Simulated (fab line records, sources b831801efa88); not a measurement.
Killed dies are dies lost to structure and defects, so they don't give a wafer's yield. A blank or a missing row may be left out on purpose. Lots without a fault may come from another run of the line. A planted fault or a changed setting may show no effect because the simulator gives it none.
A struck lot beside a sound one | flow sky130 | 15 steps out of a route of 708
Sound: wafers L178.2, L178.3, L178.5. Struck: wafers L186.2, L186.4, L186.6. The cause comes at the end.
At each step with rows: each side's tool, then ch and its chambers, then its first start. Under that, the readings that differ: sound wafers | struck wafers | difference of the means | sigmas: that difference in standard deviations of wafers without a fault.
alike: readings whose means differ by less than 2 such deviations, and words and numbers that are the same on both sides. not compared: withheld readings, readings that some wafer has no value for, bounds like >300 that may hide the same value, and numbers for which the record gives no deviation and whose values overlap.
The two part at a step that has a row with sigmas, a row that says differs or no value, or rows on one side only. Numbers that don't overlap but have no deviation are shown without sigmas and don't part them. A reading that every wafer of one side lacks parts them only if that side has two wafers or more.

SKY_VIA1_STRIP_16: strips in O2/N2.
  sound on plasma_asher-01 ch 0,1, day 34 03:47; struck on plasma_asher-01 ch 1, day 36 22:11
  alike: drypump_motor_current_A, oes_product_au, strip_time_to_endpoint_s
  not compared: rf_hours_counter_h
then, 3 steps without rows for these wafers: SKY_VIA1_STRIP_17 (strips in post etch residue remover, time 1200 s); SKY_VIA1_CLEAN_18 (cleans in IPA, time 180 s); SKY_VIA1_CLEAN_19 (cleans in O3/DIW).
SKY_VIA1_SPUTTER_20: material TiN, target thk 20 nm, time 80 s.
  sound on pvd_sputter-02, day 34 04:26; struck on pvd_sputter-02, day 36 22:49
  alike: throttle_valve_pct
SKY_VIA1_CVD_21: deposits W, target thk 270 nm, time 80.902 s.
  sound on cvd_w-01 ch 0, day 34 04:31; struck on cvd_w-02 ch 0,1, day 36 22:52
  alike: heater_power_w
  not compared: since_wet_clean_h
SKY_VIA1_RS_MEAS_22: measures by four-point-probe.
  sound on film_metro-04, day 34 04:37; struck on film_metro-02, day 36 22:59
  reading            | sound             | struck            | difference | sigmas
  VIA1_W_RS (ohm/sq) | 0.423 0.425 0.423 | 0.434 0.434 0.436 | +0.011     | +3
SKY_VIA1_THK_MEAS_23: measures by xrf.
  sound on film_metro-04, day 34 04:44; struck on film_metro-02, day 36 23:06
  alike: VIA1_W_THK
SKY_VIA1_CMP_24: polishes, stops on SiO2, t overpolish 15 s, target thk 0 nm.
  sound on cmp-01 ch 1,3, day 34 04:50; struck on cmp-02 ch 0,1, day 36 23:16
  alike: edge_zone_pressure_frac, motor_current_A, overpolish_run_s, platen_rpm, time_to_endpoint_s
then, 1 step without rows for these wafers: SKY_METAL2_SPUTTER_00 (material Ti, target thk 15 nm, time 10 s).
SKY_METAL2_SPUTTER_01: material TiN, target thk 20 nm, time 16.7 s.
  sound on pvd_sputter-01, day 34 05:06; struck on pvd_sputter-01, day 36 23:35
  alike: throttle_valve_pct
then, 1 step without rows for these wafers: SKY_METAL2_SPUTTER_02 (material AlCu, target thk 250 nm, time 13.3 s).
SKY_METAL2_SPUTTER_03: material Ti, target thk 5 nm, time 3.3 s.
  sound on pvd_sputter-01, day 34 05:09; struck on pvd_sputter-01, day 36 23:38
  reading                                   | sound             | struck            | difference | sigmas
  model.Ti_of_METAL2_SPUTTER_03.thk_nm (nm) | 4.821 5.091 5.091 | 3.038 2.925 2.837 | -2.068     |
  alike: throttle_valve_pct
then, 1 step without rows for these wafers: SKY_METAL2_SPUTTER_04 (material TiN, target thk 70 nm, time 58.3 s).
-- the record jumps here: 11 days lie between the struck wafers' starts before and after (it left off in module METAL2 and takes up again in module PAD_OPEN, whose first step shown is number 708 of the route) --
SKY_PAD_OPEN_PROBE_99:
  sound on prober-02, day 45 19:49; struck on prober-02, day 47 23:51
  reading             | sound    | struck | difference | sigmas
  killed_at_front_end | 14 19 26 | 13 9 8 | -10        | -2
  alike: defect_limited_yield, killed_at_M0_to_M3, killed_at_M4_up, killed_at_contacts, killed_at_other, killed_dies, killed_open, killed_short, sort_bin_3_pad_short, sort_bin_5_function, sort_bin_6_memory, sort_n_pass, sort_yield_pct

WHERE THEY PART
First at SKY_VIA1_RS_MEAS_22; last, within this record, at SKY_PAD_OPEN_PROBE_99.

WHY: what the simulator had put in
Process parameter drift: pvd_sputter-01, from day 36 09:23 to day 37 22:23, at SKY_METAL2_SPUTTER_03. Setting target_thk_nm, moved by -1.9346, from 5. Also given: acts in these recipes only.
